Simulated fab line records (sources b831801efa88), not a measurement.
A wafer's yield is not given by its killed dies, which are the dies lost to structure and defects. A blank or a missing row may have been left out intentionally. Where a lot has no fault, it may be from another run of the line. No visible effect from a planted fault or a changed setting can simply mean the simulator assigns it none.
One fault through the eyes of 2 desks || flow sfqLine || each desk has only its own numbers; what lay behind them comes last

## AT THE METROLOGY DESK
What the gauges read, lot by lot, whatever tool the lot ran on: means of the sampled wafers that have a number. If a lot's mean is further than 4 standard deviations from the usual mean, the lot is out of limits and carries the mark OUT (the distance appears in the brackets).
Columns: A = M6_NB_RS at SFQ_M6_RS_MEAS_938, usual 0.894 ohm/sq; B = M6_OVL at SFQ_M6_OVL_MEAS_940, usual -3 nm
{"lot": "L126", "first seen here": "day 61 18:17", "A": 0.894, "B": 3}
{"lot": "L133", "first seen here": "day 68 19:32", "A": 0.899, "B": 1}
{"lot": "L137", "first seen here": "day 69 12:20", "A": 0.894, "B": 1}
{"lot": "L140", "first seen here": "day 73 01:14", "A": 0.884, "B": -9}
{"lot": "L142", "first seen here": "day 76 07:43", "A": 0.894, "B": -8}
{"lot": "L146", "first seen here": "day 77 07:09", "A": 0.887, "B": -6}
This desk's finding: nothing out of limits on any of the 6 lots.

## THE TOOL OWNER'S DESK: lithoTrack-01
The tool's own readings at SFQ_TRILAYER_M6_LITHO_PEB_162 (peb time 60 s): means of the sampled wafers that have a number, for each lot that ran on this tool. If a lot's mean is further than 4 standard deviations from the usual mean, the lot is out of limits and carries the mark OUT (the distance appears in the brackets).
Columns: A = heaterPowerTotalW at SFQ_TRILAYER_M6_LITHO_PEB_162, usual 79.15 W; B = plateTempC at SFQ_TRILAYER_M6_LITHO_PEB_162, usual 115.05 C
{"lot": "L133", "first seen here": "day 73 03:06", "A": "80.94 (+27) OUT", "B": "117.14 (+15) OUT"}
{"lot": "L137", "first seen here": "day 73 07:54", "A": "80.88 (+26) OUT", "B": "117.16 (+15) OUT"}
{"lot": "L146", "first seen here": "day 79 01:55", "A": 79.12, "B": 115.01}
This desk's finding: out of limits on L133, L137; first on L133, day 73 03:06 (heaterPowerTotalW at SFQ_TRILAYER_M6_LITHO_PEB_162). Within limits: L146.

## ALL TOGETHER
On L133, L137, at day 73 03:06, an alarm was possible from the tool owner's desk.
From the metrology desk's view, nothing was out of limits.
The metrology desk holds a record of L133, L137, inside its limits.
Of the lots named, all ran SFQ_TRILAYER_M6_LITHO_PEB_162 on lithoTrack-01.

## WHAT THE SIMULATOR PUT IN
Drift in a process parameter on lithoTrack-01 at SFQ_TRILAYER_M6_LITHO_PEB_162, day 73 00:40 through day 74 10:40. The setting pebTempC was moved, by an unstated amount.
Shown lots that were struck: L133, L137.
Delay in hours, fault start to first out-of-limits reading, by desk: the tool owner's desk at 2.
